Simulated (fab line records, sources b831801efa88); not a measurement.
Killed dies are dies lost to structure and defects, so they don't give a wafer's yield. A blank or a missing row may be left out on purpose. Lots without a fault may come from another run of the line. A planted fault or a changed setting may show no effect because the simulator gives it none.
One fault seen from 2 desks | flow sfq_line | each desk has only its own numbers; what lay behind them comes last

THE TOOL OWNER'S DESK: litho_track-02
The tool's own readings at SFQ_TRILAYER_I3_VIA_LITHO_COAT_090 (resist thk 62 nm): means of the sampled wafers that have a number, for each lot that ran on this tool. A lot is out of limits, marked OUT, if its mean lies more than 4 standard deviations from the usual mean; the brackets give that distance.
Columns: A = resist_line_temp_C at SFQ_TRILAYER_I3_VIA_LITHO_COAT_090, usual 22.97 C
lot  | first seen here | A
L894 | day 38 02:52    | 23.09
L898 | day 39 15:07    | 22.95
L899 | day 39 22:40    | 22.91
L901 | day 40 21:04    | 23.00
This desk's finding: nothing out of limits on any of the 4 lots.

THE METROLOGY DESK
What the gauges read, lot by lot, whatever tool the lot ran on: means of the sampled wafers that have a number. A lot is out of limits, marked OUT, if its mean lies more than 4 standard deviations from the usual mean; the brackets give that distance.
Columns: A = I3_OVL at SFQ_I3_OVL_MEAS_923, usual 0 nm; B = M4_OVL at SFQ_M4_OVL_MEAS_926, usual 3 nm
lot  | first seen here | A  | B
L890 | day 43 01:41    | 0  | 13
L891 | day 43 06:29    | 1  | 12
L892 | day 43 08:54    | 7  | 18
L893 | day 44 09:53    | -4 | 9
L894 | day 44 17:04    | 6  | 5
L898 | day 46 05:04    | 9  | 1
L899 | day 46 10:58    | -3 | -15
L901 | day 47 09:41    | -5 | 8
L908 | day 48 22:41    | 1  | -4
L909 | day 49 07:13    | 2  | 2
L911 | day 50 10:49    | 10 | 2
L912 | day 51 01:20    | -4 | 3
L913 | day 51 15:51    | -1 | -4
This desk's finding: nothing out of limits on any of the 13 lots.

PUT TOGETHER
The tool owner's desk saw nothing out of limits.
The metrology desk saw nothing out of limits.

WHAT THE SIMULATOR HAD PUT IN
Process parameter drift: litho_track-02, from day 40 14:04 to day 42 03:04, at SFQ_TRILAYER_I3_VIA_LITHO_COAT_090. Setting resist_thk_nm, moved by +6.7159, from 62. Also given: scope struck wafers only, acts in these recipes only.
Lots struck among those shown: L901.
